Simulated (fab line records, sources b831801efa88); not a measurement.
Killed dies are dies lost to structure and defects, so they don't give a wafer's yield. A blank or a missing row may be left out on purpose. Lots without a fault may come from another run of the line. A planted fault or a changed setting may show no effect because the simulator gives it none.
Problem report in the 8D (eight disciplines) form, filled by code | flow sky130 | the parts of the form that need people (team, actions taken, sign-off) are left out

1. THE PROBLEM
SONOS_ONO_CVD_04_THK at SKY_SONOS_ONO_THK_MEAS_05 reads a mean of 6.67 nm on 6 wafers of 2 lots; wafers without a fault read 5.71 nm with a standard deviation of 0.11. That is +8.7 standard deviations from the usual mean.
First seen on wafer L893.1, day 15 14:53, on film_metro-04. The record holds 36 wafers of 12 lots with a number at this step. Rule for "out", or "out of limits": more than 4 standard deviations from the usual mean. The other wafers with a number count as sound.

2. WHAT IT IS AND WHAT IT IS NOT
question                    | is                     | is not
which readings at this step | SONOS_ONO_CVD_04_THK   | -
which lots                  | L893, L894             | L880, L881, L884, L886, L888, L889, L890, L891, L892, L903
which wafers of those lots  | all that have a number | -
read on which gauges        | film_metro-04          | film_metro-01, film_metro-02
when                        | from day 15 14:53      | up to then (27 sound wafers); but 3 sound wafers of L903 came after

3. SUSPECTS, AND WHAT RULES EACH OUT
Counting: a tool at a process step up to the reading stays a suspect if it ran every lot that is out and no sound lot after the first of them.
- the gauge at SKY_SONOS_ONO_THK_MEAS_05: ruled out. All the wafers that are out were read on film_metro-04, but those of them that SKY_SONOS_ONO_CVD_04 has rows for are out there too, on other tools.
- lpcvd-03 at SKY_SONOS_ONO_CVD_04 (deposits SiO2 from SiH4/N2O, target thk 5.7199 nm): ruled out as a lasting fault. Sound lots L903 ran on it after its first lot that is out, L893 (day 15 13:38).
Left after counting: nothing in the record.

4. THE CAUSE (what the simulator had put in)
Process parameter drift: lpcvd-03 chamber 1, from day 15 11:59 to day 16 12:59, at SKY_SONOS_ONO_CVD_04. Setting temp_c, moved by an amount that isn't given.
Counting ruled it out, wrongly: the rule takes a fault to strike every lot that its tool runs from its start on, and this one did not.

5. THE CHAIN OF EFFECTS, in route order
Each row: a reading whose mean over the struck wafers that have a number lies more than 3 standard deviations from the usual. Only readings for which the record gives a usual standard deviation are gone through. hours: the time from each lot's start at the first step in this table that gives one to its start at this step, as a median over the lots. sigmas: the change in usual standard deviations.
hours | step                      | reading              | usual   | on struck wafers | change | sigmas
0     | SKY_SONOS_ONO_CVD_04      | spike_tc_centre_C    | 900.8 C | 911.1            | +10.4  | +10
0     | SKY_SONOS_ONO_CVD_04      | spike_tc_lower_C     | 901.7 C | 911.5            | +9.8   | +10
0     | SKY_SONOS_ONO_CVD_04      | spike_tc_top_C       | 912.6 C | 923.5            | +10.9  | +4.4
0     | SKY_SONOS_ONO_CVD_04      | spike_tc_upper_C     | 901.2 C | 911.7            | +10.5  | +8.1
0     | SKY_SONOS_ONO_CVD_04      | susceptor_temp_C     | 899.9 C | 909.8            | +9.9   | +25
1     | SKY_SONOS_ONO_THK_MEAS_05 | SONOS_ONO_CVD_04_THK | 5.71 nm | 6.67             | +0.96  | +8.7
The process steps in it:
- SKY_SONOS_ONO_CVD_04: deposits SiO2 from SiH4/N2O, target thk 5.7199 nm.
Later measuring or inspecting steps at which every struck wafer that the step has a row for has a number for every such reading, and none has moved that far: SKY_LOCAL_INTERCONNECT_OVL_MEAS_12.

6. WHAT WOULD HAVE CAUGHT IT SOONER
In this record the first reading out of limits at a measuring or inspecting step was taken at day 15 14:53, 3 hours after the fault began at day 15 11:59.
The tool's own readings at SKY_SONOS_ONO_CVD_04 were out on every struck wafer that the step has a row for (spike_tc_centre_C, spike_tc_lower_C, spike_tc_upper_C, susceptor_temp_C): an alarm limit on them would have fired on the first of those.
